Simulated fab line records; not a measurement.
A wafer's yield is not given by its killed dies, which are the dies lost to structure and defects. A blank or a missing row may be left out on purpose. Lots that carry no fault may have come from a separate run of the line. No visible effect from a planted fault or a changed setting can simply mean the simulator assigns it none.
fab line records    flow sky130
record: lots: 6  wafers: 18  last_day: 50
route steps=708 shown VT_ADJUST_HVTR@133 VT_ADJUST_PCH@143 SONOS_TUNNEL@154
lots with no fault: from the same line, run without faults
start_h: start of the lot's first displayed wafer, in hours after the record's first day    wait_h: how many hours have passed since the lot's step before this one    " identical to the entry in the row above    L1.1+2: several wafers, shown together as one row    - no value, or no start was given    * or withheld: withheld    < > ~ a bound
route shown NAME@n: a module of which the file shows steps, and the number in the route of the first    usual: mean/standard deviation of fault-free wafers    same: alike in all rows    chamber/n: place in a boat    sites: each site's reading    _std_site: the values' standard deviation    _edge_site: the outer-site mean with the inner-site mean subtracted    radius_mm: how far each site lies from the wafer's centre    mask NAME#n: copy n    behind: tool/chamber where the wafer was last shaped    hold: why the lot went on hold/how many hours it stayed there/how the hold came to an end    device: whichever transistor did not switch (one of n, p or np)    end of line: tests of these same wafers at the route's end    where a step has no rows: the recipe by itself    killed: dies that structure and defects cost at the first sort, which is not the same as the wafer's yield    map: shows each die of a wafer: x if killed, . if not, _ if none is there
set.NAME: the run value of the setting; set.NAME@STEP: its run value at that earlier step    model.NAME: the simulator's own value behind a step, which no gauge read
lots at some steps of the route; a table a step, a row a wafer
services: the hour from which a tool's chamber was out of use, counted from the record's first day as start_h (under 0 if before that day), plus the number of hours and why
== steps ==
step: SKY_VT_ADJUST_HVTR_COAT_02
recipe: resist: NOVOLAK  spin_rpm: 3000  resist_thk_nm: 1140
step: SKY_VT_ADJUST_HVTR_SOFTBAKE_03
recipe: temp_c: 90  time_s: 60  resist: NOVOLAK
step: SKY_VT_ADJUST_HVTR_EXPOSE_04
recipe: mask_id: HVTRM  target_cd_nm: 380  na: 0.6  source_shape: conventional  sigma_outer: 0.6  dose_mj: 150
step: SKY_VT_ADJUST_HVTR_PEB_05
recipe: temp_c: withheld  time_s: *  resist: NOVOLAK
step: SKY_VT_ADJUST_HVTR_DEVELOP_06
recipe: develop_time_s: 60  dev_temp_c: 23
step: SKY_VT_ADJUST_HVTR_CD_MEAS_07
recipe: target_cd_nm: 380
usual: cd_nm: 381/3.5
lot.wafer  tool       chamber  start_h  wait_h  cd_nm
L375.2     cd_sem-02  -        260.42   0.1     379
L375.4     "          -        "        "       376
L375.5     "          -        "        "       378
L376.2     cd_sem-01  -        264.51   0.1     381
L376.5     "          -        "        "       381
L376.6     "          -        "        "       379
L382.1     cd_sem-01  -        301.74   0.1     386
L382.3     "          -        "        "       386
L382.6     "          -        "        "       385
L385.4     cd_sem-02  -        323.06   0.1     382
L385.5     "          -        "        "       381
L385.6     "          -        "        "       381
L386.3     cd_sem-02  -        333.84   0.1     380
L386.4     "          -        "        "       378
L386.5     "          -        "        "       378
L391.1     cd_sem-02  -        384.80   0.1     380
L391.3     "          -        "        "       380
L391.6     "          -        "        "       376
step: SKY_VT_ADJUST_HVTR_OVL_MEAS_08
usual: VT_ADJUST_HVTR_OVL: 1.5/1.3
lot.wafer  tool        chamber  start_h  wait_h  VT_ADJUST_HVTR_OVL[nm]
L375.2     overlay-01  -        260.53   0.1     2.3
L375.4     "           -        "        "       3.8
L375.5     "           -        "        "       2.3
L376.2     overlay-01  -        264.62   0.1     -0.1
L376.5     "           -        "        "       -1.0
L376.6     "           -        "        "       -2.1
L382.1     overlay-01  -        301.86   0.1     1.8
L382.3     "           -        "        "       -0.5
L382.6     "           -        "        "       -0.2
L385.4     overlay-01  -        323.14   0.1     1.4
L385.5     "           -        "        "       1.1
L385.6     "           -        "        "       0.7
L386.3     overlay-01  -        333.93   0.1     -2.4
L386.4     "           -        "        "       0.4
L386.5     "           -        "        "       -0.2
L391.1     overlay-02  -        384.92   0.1     1.9
L391.3     "           -        "        "       3.1
L391.6     "           -        "        "       1.1
step: SKY_VT_ADJUST_HVTR_IMPLANT_09
recipe: species: B  energy_kev: 10  dose_cm2: 2.1e+12  tilt_deg: withheld
step: SKY_VT_ADJUST_HVTR_STRIP_10
recipe: chemistry: O2/N2  power_w: 1400  pressure_mtorr: 1500  platen_temp_c: withheld  o2_flow_sccm: 3000  n2_flow_sccm: 300  overash_fraction: 0.5
usual: drypump_motor_current_A: 5.70/0.28  oes_product_au: 0.716/0.0046  strip_time_to_endpoint_s: 14.17/0.047
same: overash_fraction: 0.5
lot.wafer  tool             chamber  start_h  wait_h  drypump_motor_current_A  oes_product_au  rf_hours_counter_h  strip_time_to_endpoint_s
L375.2     plasma_asher-03  1        260.71   0.1     5.44                     0.717           59                  14.17
L375.4     "                1        "        "       5.45                     0.711           -                   14.18
L375.5     "                0        "        "       5.51                     0.721           -                   14.15
L376.2     plasma_asher-03  1        264.80   0.1     5.45                     0.723           59                  14.08
L376.5     "                1        "        "       5.46                     0.714           -                   14.06
L376.6     "                0        "        "       5.48                     0.719           -                   14.10
L382.1     plasma_asher-01  1        302.05   0.1     6.30                     0.717           17                  14.14
L382.3     "                0        "        "       5.84                     0.710           -                   14.16
L382.6     "                0        "        "       5.85                     0.716           -                   14.19
L385.4     plasma_asher-01  1        323.34   0.1     6.34                     0.713           -                   14.25
L385.5     "                0        "        "       5.83                     0.704           -                   14.24
L385.6     "                1        "        "       6.35                     0.719           -                   14.20
L386.3     plasma_asher-04  1        334.14   0.1     5.93                     0.718           -                   14.14
L386.4     "                0        "        "       5.60                     0.717           -                   14.15
L386.5     "                1        "        "       5.92                     0.717           -                   14.17
L391.1     plasma_asher-01  0        385.11   0.1     5.84                     0.705           26                  14.15
L391.3     "                1        "        "       6.35                     0.710           -                   14.15
L391.6     "                1        "        "       6.32                     0.721           -                   14.15
step: SKY_VT_ADJUST_HVTR_TW_MEAS_11
usual: VT_ADJUST_HVTR_TW: 210.8/2
lot.wafer  tool           chamber  start_h  wait_h  VT_ADJUST_HVTR_TW
L375.2     film_metro-02  -        260.82   0.1     210.4
L375.4     "              -        "        "       209.9
L375.5     "              -        "        "       208.8
L376.2     film_metro-03  -        264.91   0.1     210.5
L376.5     "              -        "        "       210.5
L376.6     "              -        "        "       210.5
L382.1     film_metro-03  -        302.15   0.1     209.8
L382.3     "              -        "        "       209.6
L382.6     "              -        "        "       209.6
L385.4     film_metro-01  -        323.44   0.1     213.9
L385.5     "              -        "        "       212.7
L385.6     "              -        "        "       213.9
L386.3     film_metro-02  -        334.23   0.1     207.8
L386.4     "              -        "        "       208.7
L386.5     "              -        "        "       207.3
L391.1     film_metro-02  -        385.21   0.1     208.2
L391.3     "              -        "        "       207.9
L391.6     "              -        "        "       208.9
step: SKY_VT_ADJUST_PCH_DEHYDRATE_00
recipe: temp_c: 200  time_s: 60
step: SKY_VT_ADJUST_PCH_HMDS_01
recipe: prime_time_s: 60  prime_temp_c: 120
step: SKY_VT_ADJUST_PCH_COAT_02
recipe: spin_rpm: 2000  resist_thk_nm: 3000
usual: chill_plate_temp_C: 22.98/0.11  dispense_pressure_kPa: 50.5/0.63
lot.wafer  tool            chamber  start_h  wait_h  chill_plate_temp_C  dispense_pressure_kPa
L375.2     litho_track-04  -        272.82   0.1     -                   -
L375.4     "               -        "        "       -                   -
L375.5     "               -        "        "       -                   -
L376.2     litho_track-01  -        276.31   0.1     -                   -
L376.5     "               -        "        "       -                   -
L376.6     "               -        "        "       -                   -
L382.1     litho_track-04  0        314.99   0.1     22.87               50.1
L382.3     "               0        "        "       22.84               50.1
L382.6     "               0        "        "       22.76               50.1
L385.4     litho_track-04  0        337.02   0.1     22.98               50.1
L385.5     "               0        "        "       22.94               50.1
L385.6     "               0        "        "       23.08               50.1
L386.3     litho_track-02  0        347.75   0.1     22.87               51.5
L386.4     "               0        "        "       22.89               51.5
L386.5     "               0        "        "       22.76               51.5
L391.1     litho_track-01  0        400.74   0.1     23.14               50.1
L391.3     "               0        "        "       23.18               50.1
L391.6     "               0        "        "       23.08               50.1
step: SKY_VT_ADJUST_PCH_SOFTBAKE_03
recipe: temp_c: 110  time_s: withheld
step: SKY_VT_ADJUST_PCH_EXPOSE_04
recipe: mask_id: NWM  na: 0.6  source_shape: conventional  sigma_outer: 0.6  polarization: unpolarized  target_cd_nm: 840  dose_mj: 255
step: SKY_VT_ADJUST_PCH_PEB_05
recipe: temp_c: 115  time_s: withheld
step: SKY_VT_ADJUST_PCH_DEVELOP_06
recipe: wall_angle_deg: 90  developer: TMAH  develop_time_s: 60  dev_temp_c: 23
step: SKY_VT_ADJUST_PCH_OVL_MEAS_07
usual: VT_ADJUST_PCH_OVL: -0.2/1.5
lot.wafer  tool        chamber  start_h  wait_h  VT_ADJUST_PCH_OVL[nm]
L375.2     overlay-01  -        285.89   -       -
L375.4     "           -        "        "       -
L375.5     "           -        "        "       -
L376.2     overlay-02  -        289.19   -       -
L376.5     "           -        "        "       -
L376.6     "           -        "        "       -
L382.1     overlay-01  -        328.19   -       0.7
L382.3     "           -        "        "       -0.9
L382.6     "           -        "        "       -0.6
L385.4     overlay-02  -        350.61   -       2.4
L385.5     "           -        "        "       0.6
L385.6     "           -        "        "       2.4
L386.3     overlay-01  -        361.32   -       -2.1
L386.4     "           -        "        "       -1.7
L386.5     "           -        "        "       -2.9
L391.1     overlay-02  -        416.09   -       1.2
L391.3     "           -        "        "       -0.5
L391.6     "           -        "        "       -0.3
step: SKY_VT_ADJUST_PCH_IMPLANT_08
recipe: species: B  energy_kev: 10  dose_cm2: 5e+11  tilt_deg: withheld
step: SKY_VT_ADJUST_PCH_STRIP_09
recipe: chemistry: O2/N2  power_w: 1400  pressure_mtorr: 1500  platen_temp_c: withheld  o2_flow_sccm: 3000  n2_flow_sccm: 300  overash_fraction: 0.5
usual: drypump_motor_current_A: 5.7/0.36  oes_product_au: 0.722/0.0049  strip_time_to_endpoint_s: 36.85/0.11
same: overash_fraction: 0.5
lot.wafer  tool             chamber  start_h  wait_h  drypump_motor_current_A  oes_product_au  rf_hours_counter_h  strip_time_to_endpoint_s
L375.2     plasma_asher-01  0        286.07   0.1     5.8                      -               16                  -
L375.4     "                1        "        "       6.3                      -               -                   -
L375.5     "                1        "        "       6.4                      -               -                   -
L376.2     plasma_asher-02  0        289.37   0.1     5.5                      -               58                  -
L376.5     "                1        "        "       5.4                      -               -                   -
L376.6     "                0        "        "       5.5                      -               -                   -
L382.1     plasma_asher-01  1        328.38   0.1     6.4                      0.715           20                  36.79
L382.3     "                0        "        "       5.8                      0.713           -                   36.73
L382.6     "                0        "        "       5.8                      0.722           -                   36.69
L385.4     plasma_asher-03  0        350.81   0.1     5.5                      0.720           -                   36.74
L385.5     "                0        "        "       5.5                      0.727           -                   36.71
L385.6     "                1        "        "       5.4                      0.723           -                   36.67
L386.3     plasma_asher-03  0        361.52   0.1     5.5                      0.724           -                   37.14
L386.4     "                1        "        "       5.5                      0.721           -                   37.01
L386.5     "                0        "        "       5.4                      0.728           -                   37.06
L391.1     plasma_asher-01  0        416.28   0.1     5.8                      0.714           29                  36.97
L391.3     "                1        "        "       6.3                      0.729           -                   36.92
L391.6     "                1        "        "       6.3                      0.732           -                   36.92
step: SKY_VT_ADJUST_PCH_TW_MEAS_10
usual: VT_ADJUST_PCH_TW: 142.3/1.9
lot.wafer  tool           chamber  start_h  wait_h  VT_ADJUST_PCH_TW
L375.2     film_metro-03  -        286.18   0.1     142.6
L375.4     "              -        "        "       141.9
L375.5     "              -        "        "       142.1
L376.2     film_metro-04  -        289.48   0.1     140.7
L376.5     "              -        "        "       140.2
L376.6     "              -        "        "       139.5
L382.1     film_metro-03  -        328.48   0.1     143.0
L382.3     "              -        "        "       142.9
L382.6     "              -        "        "       143.6
L385.4     film_metro-03  -        350.91   0.1     142.2
L385.5     "              -        "        "       142.0
L385.6     "              -        "        "       142.0
L386.3     film_metro-01  -        361.61   0.1     144.3
L386.4     "              -        "        "       143.3
L386.5     "              -        "        "       143.6
L391.1     film_metro-01  -        416.38   0.1     144.3
L391.3     "              -        "        "       144.4
L391.6     "              -        "        "       144.6
step: SKY_SONOS_TUNNEL_DEHYDRATE_00
recipe: temp_c: 200  time_s: 60
step: SKY_SONOS_TUNNEL_HMDS_01
recipe: prime_time_s: 60  prime_temp_c: 120
step: SKY_SONOS_TUNNEL_COAT_02
recipe: resist: NOVOLAK  spin_rpm: 3000  resist_thk_nm: 1140
step: SKY_SONOS_TUNNEL_SOFTBAKE_03
recipe: temp_c: 90  time_s: 60  resist: NOVOLAK
step: SKY_SONOS_TUNNEL_EXPOSE_04
recipe: mask_id: TUNM  na: 0.6  source_shape: conventional  sigma_outer: 0.6  polarization: unpolarized  target_cd_nm: 410  dose_mj: 136
step: SKY_SONOS_TUNNEL_PEB_05
recipe: temp_c: withheld  time_s: *  resist: NOVOLAK
step: SKY_SONOS_TUNNEL_DEVELOP_06
recipe: resist: NOVOLAK  developer: TMAH  develop_time_s: 60  dev_temp_c: 23
step: SKY_SONOS_TUNNEL_CD_MEAS_07
recipe: target_cd_nm: 410
usual: cd_nm: 410.6/2.4
lot.wafer  tool       chamber  start_h  wait_h  cd_nm
L375.2     cd_sem-02  -        311.71   0.1     414.4
L375.4     "          -        "        "       414.2
L375.5     "          -        "        "       412.7
L376.2     cd_sem-02  -        315.47   0.1     414.3
L376.5     "          -        "        "       413.7
L376.6     "          -        "        "       415.3
L382.1     cd_sem-01  -        355.89   0.1     413.4
L382.3     "          -        "        "       411.7
L382.6     "          -        "        "       411.6
L385.4     cd_sem-02  -        378.21   0.1     411.9
L385.5     "          -        "        "       414.4
L385.6     "          -        "        "       412.8
L386.3     cd_sem-02  -        389.93   0.1     411.4
L386.4     "          -        "        "       413.1
L386.5     "          -        "        "       412.5
L391.1     cd_sem-02  -        447.24   0.1     414.3
L391.3     "          -        "        "       411.9
L391.6     "          -        "        "       414.2
step: SKY_SONOS_TUNNEL_OVL_MEAS_08
usual: SONOS_TUNNEL_OVL: 0.2/1.2
lot.wafer  tool        chamber  start_h  wait_h  SONOS_TUNNEL_OVL[nm]
L375.2     overlay-02  -        311.82   0.1     0.6
L375.4     "           -        "        "       0.0
L375.5     "           -        "        "       -0.4
L376.2     overlay-01  -        315.58   0.1     -1.7
L376.5     "           -        "        "       -1.1
L376.6     "           -        "        "       -1.7
L382.1     overlay-02  -        356.01   0.1     -1.6
L382.3     "           -        "        "       -0.4
L382.6     "           -        "        "       -0.2
L385.4     overlay-01  -        378.29   0.1     0.9
L385.5     "           -        "        "       1.1
L385.6     "           -        "        "       -0.1
L386.3     overlay-02  -        390.02   0.1     1.2
L386.4     "           -        "        "       0.8
L386.5     "           -        "        "       1.6
L391.1     overlay-02  -        447.36   0.1     2.2
L391.3     "           -        "        "       0.0
L391.6     "           -        "        "       -0.9
step: SKY_SONOS_TUNNEL_IMPLANT_09
recipe: species: B  energy_kev: 20  dose_cm2: 1e+12  tilt_deg: withheld
step: SKY_SONOS_TUNNEL_WET_ETCH_10
recipe: chemistry: dHF  target_depth_nm: 14  target: SiO2  dilution: 100:1  temp_c: 25  time_s: 280
step: SKY_SONOS_TUNNEL_STRIP_11
recipe: chemistry: SPM  time_s: 600  temp_c: 130
step: SKY_SONOS_TUNNEL_TW_MEAS_12
usual: SONOS_TUNNEL_TW: 194.9/2.1
lot.wafer  tool           chamber  start_h  wait_h  hold                      SONOS_TUNNEL_TW
L375.2     film_metro-04  -        312.29   0.0     await_dispo/0.2h/release  207.6
L375.4     "              -        "        "       await_dispo/0.2h/release  207.5
L375.5     "              -        "        "       await_dispo/0.2h/release  207.4
L375.2     film_metro-04  -        312.51   0.2     -                         207.8
L375.4     "              -        "        "       -                         208.1
L375.5     "              -        "        "       -                         208.7
L376.2     film_metro-04  -        316.03   0.0     await_dispo/0.2h/release  207.3
L376.5     "              -        "        "       await_dispo/0.2h/release  207.6
L376.6     "              -        "        "       await_dispo/0.2h/release  207.8
L376.2     film_metro-04  -        316.26   0.2     -                         208.5
L376.5     "              -        "        "       -                         207.2
L376.6     "              -        "        "       -                         209.0
L382.1     film_metro-02  -        356.49   0.0     -                         194.9
L382.3     "              -        "        "       -                         194.2
L382.6     "              -        "        "       -                         194.1
L385.4     film_metro-03  -        378.75   0.0     -                         198.4
L385.5     "              -        "        "       -                         198.5
L385.6     "              -        "        "       -                         197.9
L386.3     film_metro-04  -        390.48   0.0     -                         192.1
L386.4     "              -        "        "       -                         193.4
L386.5     "              -        "        "       -                         192.7
L391.1     film_metro-04  -        447.80   0.0     -                         194.3
L391.3     "              -        "        "       -                         194.0
L391.6     "              -        "        "       -                         194.0
== services ==
tool             chamber  start_h  hours  kind
plasma_asher-03  -        306.76   8.0    repair
plasma_asher-02  -        343.67   8.5    repair
plasma_asher-04  -        384.51   4.2    repair
== key ==
first_sign: step: SKY_VT_ADJUST_PCH_COAT_02  reading: tool_record  direction: missing
effect: step: SKY_VT_ADJUST_PCH_OVL_MEAS_07  reading: VT_ADJUST_PCH_OVL  direction: missing
effect: step: SKY_SONOS_TUNNEL_TW_MEAS_12  reading: visit  direction: added
effect: step: SKY_SONOS_TUNNEL_TW_MEAS_12  reading: SONOS_TUNNEL_TW  direction: up  sigmas: 6  usual: 194.9  struck: 207.5
met_at SKY_VT_ADJUST_PCH_COAT_02
struck_wafers L375.2,L375.4,L375.5,L376.2,L376.5,L376.6
sort_left_out L375.2,L375.4,L375.5,L376.2,L376.5,L376.6
tester_left_out L375,L376
fault: kind: skipped_step_whole  tool: litho_track-01,litho_track-04  chamber: -  onset_h: 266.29  steps: SKY_VT_ADJUST_PCH_COAT_02  scope: struck_lots_only
tester_left_out: of these lots the tester's yield and bins aren't shown, on N5 and GAA mostly nor the transistor test; their killed dies are dies lost to structure and defects alone, not to doping, threshold or leakage, so they don't give the yield
sort_left_out: the simulated sort isn't trusted on such a fault, so these wafers' sort isn't shown, and their yield isn't known
